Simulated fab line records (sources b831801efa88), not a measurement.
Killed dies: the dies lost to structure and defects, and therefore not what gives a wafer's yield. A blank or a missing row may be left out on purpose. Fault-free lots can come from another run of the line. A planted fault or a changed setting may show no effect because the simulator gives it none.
What tool caused it? ; flow sky130 ; 12 lots, 36 wafers sampled, at 3 steps of a route of 708

## WHAT THE GAUGES SHOWED, per wafer
SKY_METAL5_RS_MEAS_05: uses a four-point probe to measure. Usual: METAL5_ALCU_RS typically reads 0.0269 ohm/sq, with standard deviation 0.00031.
lot;measured;on;METAL5_ALCU_RS (ohm/sq);flag
L712;day 42 22:17;film_metro-02;0.0272 0.0273 0.0270;
L713;day 44 01:29;film_metro-01;0.0270 0.0269 0.0270;
L716;day 44 05:12;film_metro-02;0.0272 0.0267 0.0274;
L717;day 44 11:27;film_metro-01;0.0269 0.0268 0.0271;
L718;day 44 12:23;film_metro-01;0.0273 0.0272 0.0271;
L719;day 44 23:34;film_metro-02;0.0266 0.0274 0.0270;
L721;day 45 13:04;film_metro-01;0.0272 0.0268 0.0272;
L722;day 45 17:06;film_metro-01;0.0269 0.0270 0.0272;
L723;day 46 08:46;film_metro-01;0.0260 0.0263 0.0265;
L724;day 46 11:59;film_metro-01;0.0270 0.0268 0.0271;
L728;day 47 12:05;film_metro-03;0.0270 0.0268 0.0269;
L730;day 47 20:27;film_metro-01;0.0264 0.0266 0.0263;

SKY_PASSIVATION_THK_MEAS_03. Usual: PASSIVATION_CVD_02_THK typically reads 540 nm, with standard deviation 6.4.
lot;measured;on;PASSIVATION_CVD_02_THK (nm);flag
L712;day 43 22:58;film_metro-04;532 552 544;
L713;day 45 01:02;film_metro-04;537 536 533;
L716;day 45 04:32;film_metro-04;535 541 550;
L717;day 45 10:13;film_metro-04;528 532 543;
L718;day 45 11:02;film_metro-04;545 538 533;
L719;day 45 21:46;film_metro-04;531 534 540;
L721;day 46 11:16;film_metro-03;541 549 545;
L722;day 46 14:54;film_metro-02;545 533 551;
L723;day 47 07:03;film_metro-03;538 531 550;
L724;day 47 09:55;film_metro-02;544 535 545;
L728;day 48 08:44;film_metro-02;537 549 549;
L730;day 48 16:27;film_metro-03;536 546 546;

## WHAT TOOL EACH LOT RAN ON (gives the tool, then ch and the chambers of the sampled wafers, and finally the start)
lot;SKY_FIELD_ISO_STRIP_16
L712;plasma_asher-01 ch 0,1, day 2 08:47
L713;plasma_asher-01 ch 0,1, day 2 18:22
L716;plasma_asher-01 ch 0,1, day 3 01:46
L717;plasma_asher-02 ch 0,1, day 3 07:17
L718;plasma_asher-01 ch 0,1, day 3 10:37
L719;plasma_asher-03 ch 0,1, day 3 18:22
L721;plasma_asher-02 ch 0,1, day 4 04:31
L722;plasma_asher-01 ch 0,1, day 4 08:10
L723;plasma_asher-01 ch 0,1, day 4 12:58
L724;plasma_asher-01 ch 0,1, day 4 18:59
L728;plasma_asher-03 ch 0,1, day 5 16:07
L730;plasma_asher-01 ch 0,1, day 6 02:38
- SKY_FIELD_ISO_STRIP_16: strips in O2/N2.

## AS READ BY THE TOOLS THEMSELVES (means over the sampled wafers that have a number; for cases with no such wafer, the mark the record gives instead)
SKY_FIELD_ISO_STRIP_16. Usual: drypump_motor_current_A 6.0 A, standard deviation 0.36; oes_product_au 0.378 a.u., standard deviation 0.005; strip_time_to_endpoint_s 3.54 s, standard deviation 0.034.
lot;tool;drypump_motor_current_A (A);oes_product_au (a.u.);strip_time_to_endpoint_s (s);flag
L712;plasma_asher-01;5.9;0.377;3.55;
L713;plasma_asher-01;5.9;0.377;3.52;
L716;plasma_asher-01;5.9;0.378;3.56;
L717;plasma_asher-02;6.0;0.378;3.50;
L718;plasma_asher-01;5.9;0.377;3.55;
L719;plasma_asher-03;5.8;0.377;3.55;
L721;plasma_asher-02;6.0;0.380;3.53;
L722;plasma_asher-01;5.9;0.380;3.56;
L723;plasma_asher-01;5.9;0.378;3.53;
L724;plasma_asher-01;5.9;0.372;3.53;
L728;plasma_asher-03;6.2;0.371;3.53;
L730;plasma_asher-01;5.9;0.380;3.54;

## THE ANSWER, worked out from the rows above alone
Rule: a lot is off if the mean of its wafers that have a number lies more than 3 standard deviations from the usual mean. Also off: a lot with no number at a reading for which 4 or more lots have one. Any other lot the step has rows for is counted as sound. The gauges are gone through in route order, then the tools' own readings, and for those a lot's mean is taken as printed above. At the first step where some lot is off, the reading lying furthest off is the one used; lots without a number count as furthest.
Across all readings shown, no lot is off: no conclusion can be drawn from this.

## WHAT WAS PUT IN BY THE SIMULATOR
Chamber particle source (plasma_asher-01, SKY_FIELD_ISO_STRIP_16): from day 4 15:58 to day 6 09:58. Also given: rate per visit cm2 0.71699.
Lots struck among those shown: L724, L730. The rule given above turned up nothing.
